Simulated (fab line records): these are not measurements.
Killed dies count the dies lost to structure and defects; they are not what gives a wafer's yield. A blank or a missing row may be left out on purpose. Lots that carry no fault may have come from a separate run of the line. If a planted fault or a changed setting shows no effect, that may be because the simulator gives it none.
Split-lot study :: flow gf180mcu :: 5 lots, 23 wafers read, on a route of 602 steps

## ON THE SPLIT
At GF_PSD_IMPLANT_09, the setting energyKev was moved away from the recipe's 40 on 5 of the 23 wafers read, by -6.2% to -6.2%. This setting was run at the recipe's value on the other wafers.

## FROM THE SPLIT TO THE READING: what the file shows between them, 4 steps
- GF_PSD_STRIP_10: strips in O2/N2
- GF_PSD_TW_MEAS_11
- GF_PSD_CLEAN_12: cleans in SC1/SC2, time 150 s
- GF_PSD_RTA_13: time 20 s

## THE READING
Measured at GF_PSD_RS_MEAS_15 by four-point probe: PSD_RS, in ohm/sq. Fault-free wafers of this fab line usually give 108.57 ohm/sq, standard deviation 0.21 ohm/sq.

wafer: L074.1
tool, chamber at the split: implanter-02, 0
energyKev as run: 40
against the recipe: recipe
PSD_RS, ohm/sq: 108.60
against lot-mates on the recipe: -

wafer: L074.2
tool, chamber at the split: implanter-02, 0
energyKev as run: 40
against the recipe: recipe
PSD_RS, ohm/sq: 108.92
against lot-mates on the recipe: -

wafer: L074.6
tool, chamber at the split: implanter-02, 0
energyKev as run: 40
against the recipe: recipe
PSD_RS, ohm/sq: 108.78
against lot-mates on the recipe: -

wafer: L078.1
tool, chamber at the split: implanter-04, 0
energyKev as run: 37.53
against the recipe: -6.2%
PSD_RS, ohm/sq: 111.97
against lot-mates on the recipe: +3.34

wafer: L078.2
tool, chamber at the split: implanter-04, 0
energyKev as run: 40
against the recipe: recipe
PSD_RS, ohm/sq: 108.60
against lot-mates on the recipe: -

wafer: L078.4
tool, chamber at the split: implanter-04, 0
energyKev as run: 37.53
against the recipe: -6.2%
PSD_RS, ohm/sq: 112.24
against lot-mates on the recipe: +3.61

wafer: L078.5
tool, chamber at the split: implanter-04, 0
energyKev as run: 37.53
against the recipe: -6.2%
PSD_RS, ohm/sq: 111.94
against lot-mates on the recipe: +3.31

wafer: L078.6
tool, chamber at the split: implanter-04, 0
energyKev as run: 40
against the recipe: recipe
PSD_RS, ohm/sq: 108.66
against lot-mates on the recipe: -

wafer: L080.2
tool, chamber at the split: implanter-03, 0
energyKev as run: 40
against the recipe: recipe
PSD_RS, ohm/sq: 108.50
against lot-mates on the recipe: -

wafer: L080.3
tool, chamber at the split: implanter-03, 0
energyKev as run: 40
against the recipe: recipe
PSD_RS, ohm/sq: 108.48
against lot-mates on the recipe: -

wafer: L080.4
tool, chamber at the split: implanter-03, 0
energyKev as run: 40
against the recipe: recipe
PSD_RS, ohm/sq: 108.24
against lot-mates on the recipe: -

wafer: L080.5
tool, chamber at the split: implanter-03, 0
energyKev as run: 40
against the recipe: recipe
PSD_RS, ohm/sq: 108.40
against lot-mates on the recipe: -

wafer: L080.6
tool, chamber at the split: implanter-03, 0
energyKev as run: 40
against the recipe: recipe
PSD_RS, ohm/sq: 108.49
against lot-mates on the recipe: -

wafer: L081.1
tool, chamber at the split: implanter-03, 0
energyKev as run: 40
against the recipe: recipe
PSD_RS, ohm/sq: 108.17
against lot-mates on the recipe: -

wafer: L081.3
tool, chamber at the split: implanter-03, 0
energyKev as run: 40
against the recipe: recipe
PSD_RS, ohm/sq: 108.63
against lot-mates on the recipe: -

wafer: L081.4
tool, chamber at the split: implanter-03, 0
energyKev as run: 40
against the recipe: recipe
PSD_RS, ohm/sq: 108.78
against lot-mates on the recipe: -

wafer: L081.5
tool, chamber at the split: implanter-03, 0
energyKev as run: 40
against the recipe: recipe
PSD_RS, ohm/sq: 108.65
against lot-mates on the recipe: -

wafer: L081.6
tool, chamber at the split: implanter-03, 0
energyKev as run: 40
against the recipe: recipe
PSD_RS, ohm/sq: 108.60
against lot-mates on the recipe: -

wafer: L085.1
tool, chamber at the split: implanter-03, 0
energyKev as run: 40
against the recipe: recipe
PSD_RS, ohm/sq: 108.58
against lot-mates on the recipe: -

wafer: L085.2
tool, chamber at the split: implanter-03, 0
energyKev as run: 40
against the recipe: recipe
PSD_RS, ohm/sq: 108.80
against lot-mates on the recipe: -

wafer: L085.3
tool, chamber at the split: implanter-03, 0
energyKev as run: 37.52
against the recipe: -6.2%
PSD_RS, ohm/sq: 111.74
against lot-mates on the recipe: +3.11

wafer: L085.4
tool, chamber at the split: implanter-03, 0
energyKev as run: 40
against the recipe: recipe
PSD_RS, ohm/sq: 108.51
against lot-mates on the recipe: -

wafer: L085.6
tool, chamber at the split: implanter-03, 0
energyKev as run: 37.52
against the recipe: -6.2%
PSD_RS, ohm/sq: 111.64
against lot-mates on the recipe: +3.01

THE FIT
A straight line over all 23 wafers: PSD_RS changes by -0.538 ohm/sq for each +1% of energyKev; r = -0.99; the points scatter about the line by 0.2 ohm/sq.
The same after taking each lot's own level away (the mean of its wafers on the recipe; 23 wafers): -0.53 ohm/sq for each +1%; r = -0.99; scatter 0.17 ohm/sq.
That fit puts the effect of the largest move of energyKev on the reading at 3.3 ohm/sq.
Measured against the standard deviation above, the lots' own levels, which go from 108.422 to 108.767 ohm/sq, span 1.6 times it.
Hence the lot-to-lot level has little effect on the slope; both slopes agree.
Check: +3.33 ohm/sq against its lot-mates is what the line predicts for one of the wafers moved furthest among these (-6.2%) when that wafer is left out of the fit. It came out at +3.11 ohm/sq against them.

## OTHER SPLITS APPLIED TO THESE WAFERS
These wafers also went through other splits before the reading. Each is held against what the fit with the lots' levels taken away leaves over:
other split on the same wafers: GF_POLY_GATE_PEB_08 pebTimeS
wafers away from the commonest value: 11
r with PSD_RS (lot level and that fit taken away): -0.24

other split on the same wafers: GF_HV_LDD_DEVELOP_06 developTimeS
wafers away from the commonest value: 9
r with PSD_RS (lot level and that fit taken away): +0.30

other split on the same wafers: GF_HV_LDD_COAT_41 spinRpm
wafers away from the commonest value: 9
r with PSD_RS (lot level and that fit taken away): +0.25

other split on the same wafers: GF_HV_LDD_DEVELOP_45 developTimeS
wafers away from the commonest value: 5
r with PSD_RS (lot level and that fit taken away): +0.02

other split on the same wafers: GF_HV_LDD_IMPLANT_48 energyKev
wafers away from the commonest value: 9
r with PSD_RS (lot level and that fit taken away): -0.13

other split on the same wafers: GF_PSD_DEVELOP_06 devTempC
wafers away from the commonest value: 5
r with PSD_RS (lot level and that fit taken away): +0.30

## THE WHOLE CHAIN: every reading that the file lists as answering this split, in the file's order
step: GF_PSD_IMPLANT_09
what it does: 
reading: implant.rpNm (the simulator's own value, which no gauge read)
change (the file's fit): +0.253 nm for each +1% of the setting
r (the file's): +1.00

step: GF_PSD_STRIP_10
what it does: strips in O2/N2
reading: stripTimeToEndpointS
change (the file's fit): withheld for each +1% of the setting
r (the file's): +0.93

step: GF_PSD_TW_MEAS_11
what it does: 
reading: PSD_TW
change (the file's fit): +9.01 for each +1% of the setting
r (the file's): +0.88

step: GF_PSD_RS_MEAS_15
what it does: measures by four-point-probe
reading: PSD_RS
change (the file's fit): -0.523 for each +1% of the setting
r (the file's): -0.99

## THE FILE'S OWN FIT
PSD_RS changes by -0.523 ohm/sq for each +1% of energyKev, r = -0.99.
